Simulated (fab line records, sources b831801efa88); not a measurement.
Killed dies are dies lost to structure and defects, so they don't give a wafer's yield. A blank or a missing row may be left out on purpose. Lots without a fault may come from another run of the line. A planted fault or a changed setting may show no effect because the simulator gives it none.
Chamber matching | flow gf180mcu | GF_POLY_GATE_ETCH_12 on rie_diel-03: 4 sister chambers
The step etches BARC in N2/H2. 4 wafers are shown with their chamber, then 7 later ones without.

WAFERS WITH THEIR CHAMBER
wafer  | chamber | drypump_motor_current_A (A)
L596.1 | 3       | 5.9
L596.2 | 1       | 4.9
L596.4 | 2       | 4.9
L601.2 | 0       | 5.9

WAFERS WITHOUT THEIR CHAMBER
wafer  | drypump_motor_current_A (A)
L601.5 | 4.9
L604.2 | 4.9
L604.5 | 4.9
L604.6 | 5.9
L606.1 | 5.8
L606.2 | 4.9
L606.3 | 4.8

WHICH CHAMBER EACH WENT THROUGH
wafer  | from the rows above     | in truth
L601.5 | can't be placed: 1 or 2 | 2
L604.2 | can't be placed: 1 or 2 | 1
L604.5 | can't be placed: 1 or 2 | 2
L604.6 | can't be placed: 0 or 3 | 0
L606.1 | can't be placed: 0 or 3 | 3
L606.2 | can't be placed: 1 or 2 | 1
L606.3 | can't be placed: 1 or 2 | 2
Placed correctly: 0 of 7. Can't be placed from these rows: 7 (the true chamber is among the candidates in 7). Placed wrongly: 0.
How it was worked out, from the rows above alone: a wafer's distance from a chamber is the root of the sum, over the readings, of the square of ((its reading less the chamber's mean) divided by the reading's scatter). The wafer belongs to the nearest chamber; if the next one is less than 2 further off, it can't be placed. A chamber's mean is the mean of its shown wafers. The scatter: with one shown wafer a chamber, the root of the mean of the squares of how far each hidden wafer lies from its nearest shown one.
